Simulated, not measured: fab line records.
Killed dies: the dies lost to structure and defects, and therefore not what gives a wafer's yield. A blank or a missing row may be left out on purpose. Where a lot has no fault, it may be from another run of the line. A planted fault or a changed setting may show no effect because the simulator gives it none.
Which tool was responsible? ; flow gf180mcu ; 6 lots with 18 wafers sampled at 2 steps, on a route of 602 steps

WHAT THE GAUGES READ, wafer by wafer
GF_VT_IMPLANT_OVL_MEAS_18.
lot;measured;on;VT_IMPLANT_01_OVL (nm)
L866;day 6 14:13;overlay-02;-0.1 1.3 -0.5
L869;day 7 06:16;overlay-01;1.8 2.8 2.5
L871;day 7 15:19;overlay-02;1.8 1.6 1.7
L874;day 8 11:49;overlay-01;1.4 -0.2 0.0
L876;day 9 02:59;overlay-01;1.8 -0.5 -0.2
L878;day 9 13:53;overlay-01;1.8 1.8 2.1

WHAT TOOL EACH LOT RAN ON (gives the tool, then ch and the chambers of the sampled wafers, and finally the start)
lot;GF_VT_IMPLANT_EXPOSE_15
L866;iline stepper-02 ch 0, day 6 06:26
L869;iline stepper-01 ch 0, day 6 23:08
L871;iline stepper-02 ch 0, day 7 08:06
L874;iline stepper-02 ch 0, day 8 03:49
L876;iline stepper-02 ch 0, day 8 19:31
L878;iline stepper-02 ch 0, day 9 05:10
- GF_VT_IMPLANT_EXPOSE_15: exposes mask Nwell LV AREA, target cd 860 nm.

THE ANSWER, worked out from the rows above alone
Rule: what is usual is taken from the lots themselves. Put in order of their means at a reading, lots are off if they are a third of the lots or fewer, leave a main group of 4 or more, and stand apart from it by a gap of 3 or more times the standard deviation of the main group's means; of several such gaps the widest counts. Not used: any main group whose means are identical at the precision the tables above print for the reading. Also off: a lot with no number at a reading for which 4 or more lots have one. Any other lot the step has rows for is counted as sound.
None of the lots is off at any reading shown; this tells nothing.

WHAT THE SIMULATOR PUT IN
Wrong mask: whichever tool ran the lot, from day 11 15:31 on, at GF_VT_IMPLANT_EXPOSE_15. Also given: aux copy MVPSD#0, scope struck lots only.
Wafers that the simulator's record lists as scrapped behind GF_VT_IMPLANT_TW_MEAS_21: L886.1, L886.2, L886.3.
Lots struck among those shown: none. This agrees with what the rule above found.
